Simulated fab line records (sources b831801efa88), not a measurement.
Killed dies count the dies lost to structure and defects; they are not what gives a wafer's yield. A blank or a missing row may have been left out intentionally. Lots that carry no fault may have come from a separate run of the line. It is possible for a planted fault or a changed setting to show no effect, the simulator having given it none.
8D (eight disciplines) problem report, filled in by code + flow sfq_line + the parts of the form that need people (team, actions taken, sign-off) are left out

1. THE PROBLEM
M2_NB_RS at SFQ_M2_RS_MEAS_914 reads a mean of 0.636 ohm/sq on 4 wafers of 2 lots; wafers without a fault read 0.893 ohm/sq with a standard deviation of 0.0071. That puts it -36 standard deviations away from the usual mean.
The step: measures by four-point-probe.
First seen on wafer L905.3, day 21 10:22, on film_metro-01. At this step, 42 wafers from 14 lots have a number in the record. By rule, "out" or "out of limits" means more than 4 standard deviations away from the usual mean. Any other wafer with a number is counted as sound.

2. WHAT THIS IS AND IS NOT
| question                    | is                             | is not                                                                                                               |
|-----------------------------|--------------------------------|----------------------------------------------------------------------------------------------------------------------|
| which readings at this step | M2_NB_RS                       | -                                                                                                                    |
| which lots                  | L905, L906                     | L894, L895, L896, L897, L907, L908, L910, L912, L914, L915, L916, L917                                               |
| which wafers of those lots  | L905.3, L905.6, L906.3, L906.6 | L905.2, L906.2                                                                                                       |
| read on which gauges        | film_metro-01                  | film_metro-03, film_metro-04                                                                                         |
| when                        | from day 21 10:22              | up to then (13 sound wafers); but 25 sound wafers of L906, L907, L908, L910, L912, L914, L915, L916, L917 came after |

3. SUSPECTS, AND WHAT RULES EACH OUT
Counting: a tool at a process step up to the reading stays a suspect if it ran every lot that is out. Sound lots after the first of them don't rule it out here, since some wafers of a struck lot are sound.
- ruled out: the gauge at SFQ_M2_RS_MEAS_914. All the wafers that are out were read on film_metro-01, but those of them that SFQ_TRILAYER_M2_ETCH_METAL_ETCH_060 has rows for are out there too, on other tools.
- pvd_sputter-03 at SFQ_TRILAYER_M2_DEP_SPUTTER_055 (material Nb, target thk 200 nm, time 133.3 s): kept. It processed each lot that is out (first: L905, day 21 10:15); up to then, its last sound lot is L897 (day 18 15:47).
Left after counting: pvd_sputter-03 at SFQ_TRILAYER_M2_DEP_SPUTTER_055.

4. THE CAUSE (what the simulator had put in)
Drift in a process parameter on pvd_sputter-03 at SFQ_TRILAYER_M2_DEP_SPUTTER_055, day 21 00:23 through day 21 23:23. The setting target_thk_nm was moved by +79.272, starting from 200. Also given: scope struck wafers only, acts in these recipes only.
The count eliminated every tool but this one.

5. SEQUENCE OF EFFECTS, ordered by route
One row per reading whose mean, taken over the struck wafers that have a number, lies over 3 standard deviations from the usual. Readings are gone through only where the record gives a usual standard deviation; hours: the median, over the lots, of the time from a lot's start at the first step in this table giving one to that lot's start at this step; sigmas: the change measured in usual standard deviations.
| hours | step                                | reading        | usual        | on struck wafers | change | sigmas |
|-------|-------------------------------------|----------------|--------------|------------------|--------|--------|
| 0     | SFQ_M2_RS_MEAS_914                  | M2_NB_RS       | 0.893 ohm/sq | 0.636            | -0.257 | -36    |
| 87    | SFQ_TRILAYER_M2_ETCH_METAL_ETCH_060 | oes_product_au | 0.893 a.u.   | 0.996            | +0.103 | +19    |
Process steps it contains:
- SFQ_TRILAYER_M2_ETCH_METAL_ETCH_060: etches Nb in Cl2/Ar, stops on SiO2, target depth 240 nm, time 120 s.

6. HOW IT WOULD HAVE BEEN CAUGHT EARLIER
10 hours passed between the start of the fault at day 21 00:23 and the first reading out of limits at a measuring or inspecting step in this record, taken at day 21 10:22.
Tool readings at SFQ_TRILAYER_M2_DEP_SPUTTER_055 with a usual standard deviation given in the record: none out on any struck wafer, hence no alarm at a limit of 4 standard deviations on them.
L906, from the lots that are out (2), started SFQ_TRILAYER_M2_DEP_SPUTTER_055 on pvd_sputter-03 later than day 21 10:22. A hold on the tool at that time would have spared it.
